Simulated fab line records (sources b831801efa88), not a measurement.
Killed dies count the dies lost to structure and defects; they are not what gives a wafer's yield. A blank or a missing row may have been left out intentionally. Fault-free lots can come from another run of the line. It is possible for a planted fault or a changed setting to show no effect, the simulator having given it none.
A single fault, viewed from 2 desks :: flow sky130 :: what lay behind the numbers comes last; until then each desk has only its own

## METROLOGY DESK
What the gauges read, lot by lot, whatever tool the lot ran on: means of the sampled wafers that have a number. A lot is out of limits, marked OUT, if its mean lies more than 4 standard deviations from the usual mean; the brackets give that distance.
Columns: A = cd-nm at SKY_METAL4_CD_MEAS_13, usual 299.5 nm; B = METAL4_OVL at SKY_METAL4_OVL_MEAS_14, usual -1 nm
lot: L449
first seen here: day 42 16:46
A: 301.9
B: 3

lot: L458
first seen here: day 45 13:55
A: 301.2
B: -3

lot: L462
first seen here: day 46 08:26
A: 300.3
B: 1

lot: L463
first seen here: day 46 19:31
A: 298.5
B: -1

lot: L465
first seen here: day 47 03:50
A: 300.0
B: 1

lot: L466
first seen here: day 47 13:30
A: 299.2
B: -4

lot: L469
first seen here: day 47 20:44
A: 300.7
B: -4
This desk's verdict: no lot among the 7 shows anything out of limits.

## THE TOOL OWNER'S DESK: rie-metal-02
The tool's own readings at SKY_METAL4_ETCH_16 (etches BARC in N2/H2, stops on SiO2, time 88.2 s, target depth 60 nm): means of the sampled wafers that have a number, for each lot that ran on this tool. A lot is out of limits, marked OUT, if its mean lies more than 4 standard deviations from the usual mean; the brackets give that distance.
Columns: A = bias-w at SKY_METAL4_ETCH_16, usual 100.06 W; B = drypump-motor-current-A at SKY_METAL4_ETCH_16, usual 5.7 A; C = oes-product-au at SKY_METAL4_ETCH_16, usual 0.626 a.u.; D = throttle-valve-pct at SKY_METAL4_ETCH_16, usual 13.205 %
lot: L449
first seen here: day 42 16:58
A: 100.23
B: 5.1
C: 0.627
D: 13.205

lot: L462
first seen here: day 46 08:37
A: 100.05
B: 5.5
C: 0.625
D: 13.207

lot: L463
first seen here: day 46 19:42
A: 100.12
B: 5.5
C: 0.623
D: 13.212

lot: L465
first seen here: day 47 03:59
A: 99.95
B: 5.5
C: 0.625
D: 13.194
This desk's verdict: no lot among the 4 shows anything out of limits.

## PUT TOGETHER
From the metrology desk's view, nothing was out of limits.
The desk of the tool owner found nothing out of limits.

## WHAT THE SIMULATOR HAD INSERTED
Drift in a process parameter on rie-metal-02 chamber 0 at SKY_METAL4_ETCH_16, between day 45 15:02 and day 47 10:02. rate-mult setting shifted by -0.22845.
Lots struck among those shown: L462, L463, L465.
